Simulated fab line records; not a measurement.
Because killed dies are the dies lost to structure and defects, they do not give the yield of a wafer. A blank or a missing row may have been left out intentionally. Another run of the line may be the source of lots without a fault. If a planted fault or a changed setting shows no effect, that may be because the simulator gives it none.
A struck lot beside a sound one	flow sky130	36 steps out of a route of 708
Sound: the wafers L486.2, L486.4, L486.6. Struck: wafers L492.1, L492.4, L492.6. The cause is given at the end.
Each step with rows lists, per side, the tool, then ch with its chambers, then its first start. Under that, the readings that differ: sound wafers	struck wafers	difference of the means	sigmas: that difference in standard deviations of wafers without a fault.
alike: readings with means less than 2 such deviations apart, plus words and numbers identical on both sides. not compared: withheld readings, readings lacking a value on some wafer, bounds such as >300 that could conceal the same value, and numbers that have no deviation in the record and whose values overlap.
Wherever a step has rows on one side only, a row that says differs or no value, or a row with sigmas, the two part there. Numbers that have no deviation but don't overlap get no sigmas and don't part them. A reading that every wafer of one side lacks parts them only if that side has two wafers or more.

first, 10 steps without rows for these wafers: SKY_POLY_CUT_ETCH_10 (etches BARC in N2/H2, stops on SiO2, time 45.9 s, target depth 60 nm); SKY_POLY_CUT_ETCH_11 (etches Si3N4 in CF4/CH2F2/Ar, stops on poly-Si, time 42.5 s, target depth 60 nm); SKY_POLY_CUT_STRIP_12 (strips in O2/N2); SKY_SD_P_DEHYDRATE_00 (time 60 s); SKY_SD_P_HMDS_01 (prime time 60 s); SKY_SD_P_COAT_02 (resist thk 1140 nm); SKY_SD_P_SOFTBAKE_03 (time 60 s); SKY_SD_P_EXPOSE_04 (exposes mask PSDM, target cd 380 nm); SKY_SD_P_PEB_05; SKY_SD_P_DEVELOP_06 (develop time 60 s).
SKY_SD_P_IMPLANT_09:
  sound on implanter-04 ch 0, day 25 10:52; struck on implanter-04 ch 0, day 27 11:52
reading	sound	struck	difference	sigmas
implant-ion-amu	49 49 49	11 11 11	-38	
model.implant.rp-nm (nm)	17.55 17.55 17.55	64.19 64.19 64.19	+46.64	
model.implant.drp-nm (nm)	9.746 9.746 9.746	28.3 28.3 28.3	+18.6	
SKY_SD_P_STRIP_10: strips in O2/N2.
  sound on plasma-asher-03 ch 0,1, day 25 10:59; struck on plasma-asher-04 ch 0,1, day 27 12:01
reading	sound	struck	difference	sigmas
oes-product-au (a.u.)	0.616 0.617 0.625	0.598 0.603 0.600	-0.019	-5
strip-time-to-endpoint-s (s)	17.52 17.49 17.49	18.16 18.16 18.16	+0.66	+14
  alike: drypump-motor-current-A
  not compared: rf-hours-counter-h
SKY_SD_P_TW_MEAS_11:
  sound on film-metro-04, day 25 11:05; struck on film-metro-04, day 27 12:07
reading	sound	struck	difference	sigmas
SD_P_TW	2889 2889 2889	2118 2110 2114	-775	-29
then, 21 steps without rows for these wafers: SKY_RES_XHIGH_DEHYDRATE_00 (time 60 s); SKY_RES_XHIGH_HMDS_01 (prime time 60 s); SKY_RES_XHIGH_COAT_02 (resist thk 1140 nm); SKY_RES_XHIGH_SOFTBAKE_03 (time 60 s); SKY_RES_XHIGH_EXPOSE_04 (exposes mask URPM, target cd 1270 nm); SKY_RES_XHIGH_PEB_05; SKY_RES_XHIGH_DEVELOP_06 (develop time 60 s); SKY_RES_XHIGH_IMPLANT_07; SKY_RES_XHIGH_STRIP_08 (strips in O2/N2); SKY_SD_N_DEHYDRATE_00 (time 60 s); SKY_SD_N_HMDS_01 (prime time 60 s); SKY_SD_N_COAT_02 (resist thk 1140 nm); SKY_SD_N_SOFTBAKE_03 (time 60 s); SKY_SD_N_EXPOSE_04 (exposes mask NSDM, target cd 380 nm); SKY_SD_N_PEB_05; SKY_SD_N_DEVELOP_06 (develop time 60 s); SKY_SD_N_IMPLANT_09; SKY_SD_N_IMPLANT_10; SKY_SD_N_STRIP_11 (strips in O2/N2); SKY_SD_N_CLEAN_13 (cleans in SC1/SC2, time 150 s); SKY_SD_N_RTA_14 (time 2 s).
-- the record jumps here: 2 days lie between the struck wafers' starts before and after --
SKY_SD_N_RS_MEAS_17: measurement is done with a four-point probe.
  sound on film-metro-04, day 27 20:37; struck on film-metro-03, day 29 21:35
reading	sound	struck	difference	sigmas
SD_P_RS (ohm/sq)	147.6 147.3 147.5	52.3 52.1 52.1	-95.3	-99 or more
-- the record jumps here: 17 days lie between the struck wafers' starts before and after (it left off in module SD_N and takes up again in module PAD_OPEN, whose first step shown is number 708 of the route) --
SKY_PAD_OPEN_PROBE_99:
  sound on prober-02, day 45 16:41; struck on prober-02, day 47 05:49
  alike: killed_at_M0_to_M3, killed_at_M4_up, killed-at-contacts, killed-at-front-end, killed-at-other, killed-dies, killed-open, killed-short

WHERE THEY PART
Last at SKY_SD_N_RS_MEAS_17 as far as this record goes, first at SKY_SD_P_STRIP_10. Later steps at which nothing parts them and some readings are alike: SKY_PAD_OPEN_PROBE_99.

WHY: whatever the simulator had introduced
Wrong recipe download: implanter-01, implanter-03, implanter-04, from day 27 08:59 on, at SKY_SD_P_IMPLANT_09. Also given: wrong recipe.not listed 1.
